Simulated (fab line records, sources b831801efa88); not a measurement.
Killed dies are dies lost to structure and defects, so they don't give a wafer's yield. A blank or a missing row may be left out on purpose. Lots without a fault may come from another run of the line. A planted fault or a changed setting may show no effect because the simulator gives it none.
A struck lot beside a sound one | flow sky130 | 15 steps out of a route of 708
Sound: wafers L204.3, L204.4, L204.6. Struck: wafers L220.1, L220.4, L220.5. The cause comes at the end.
At each step with rows: each side's tool, then ch and its chambers, then its first start. Under that, the readings that differ: sound wafers | struck wafers | difference of the means | sigmas: that difference in standard deviations of wafers without a fault.
alike: readings whose means differ by less than 2 such deviations, and words and numbers that are the same on both sides. not compared: withheld readings, readings that some wafer has no value for, bounds like >300 that may hide the same value, and numbers for which the record gives no deviation and whose values overlap.
The two part at a step that has a row with sigmas, a row that says differs or no value, or rows on one side only. Numbers that don't overlap but have no deviation are shown without sigmas and don't part them. A reading that every wafer of one side lacks parts them only if that side has two wafers or more.

SKY_LDD_N_OVL_MEAS_07:
  sound on overlay-02, day 20 05:49; struck on overlay-02, day 26 00:51
  alike: LDD_N_OVL
then, 8 steps without rows for these wafers: SKY_LDD_N_IMPLANT_08; SKY_LDD_N_IMPLANT_09; SKY_LDD_N_IMPLANT_10; SKY_LDD_N_IMPLANT_11; SKY_LDD_N_IMPLANT_12; SKY_LDD_N_IMPLANT_13; SKY_LDD_N_IMPLANT_14; SKY_LDD_N_IMPLANT_15.
SKY_LDD_N_STRIP_16: strips in O2/N2.
  sound on plasma_asher-02 ch 0,1, day 20 07:05; struck on plasma_asher-04 ch 0,1, day 26 02:05
  alike: drypump_motor_current_A, n2_flow_sccm, oes_product_au, strip_time_to_endpoint_s
  not compared: rf_hours_counter_h
SKY_LDD_N_TW_MEAS_17:
  sound on film_metro-01, day 20 07:10; struck on film_metro-04, day 26 02:11
  alike: LDD_N_TW
then, 1 step without rows for these wafers: SKY_LDD_P_DEHYDRATE_00 (time 60 s).
SKY_LDD_P_HMDS_01: prime time 60 s.
  sound on litho_track-02 ch 0, day 20 22:00; struck on litho_track-02 ch 0, day 26 16:48
  reading          | sound                | struck               | difference | sigmas
  prime_temp_c (C) | 120.29 120.18 120.07 | 118.14 118.24 118.22 | -1.98      | -15
then, 1 step without rows for these wafers: SKY_LDD_P_COAT_02 (resist thk 1140 nm).
-- the record jumps here: 24 days lie between the struck wafers' starts before and after (it left off in module LDD_P and takes up again in module PAD_OPEN, whose first step shown is number 708 of the route) --
SKY_PAD_OPEN_PROBE_99:
  sound on prober-02, day 47 13:38; struck on prober-02, day 50 22:32
  alike: killed_at_M0_to_M3, killed_at_M4_up, killed_at_contacts, killed_at_front_end, killed_at_other, killed_dies, killed_open, killed_short

WHERE THEY PART
Only at SKY_LDD_P_HMDS_01, within this record. Later steps at which nothing parts them and some readings are alike: SKY_PAD_OPEN_PROBE_99.

WHY: what the simulator had put in
Process parameter drift: litho_track-02, from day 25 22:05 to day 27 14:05, at SKY_LDD_P_HMDS_01. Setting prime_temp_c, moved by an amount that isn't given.
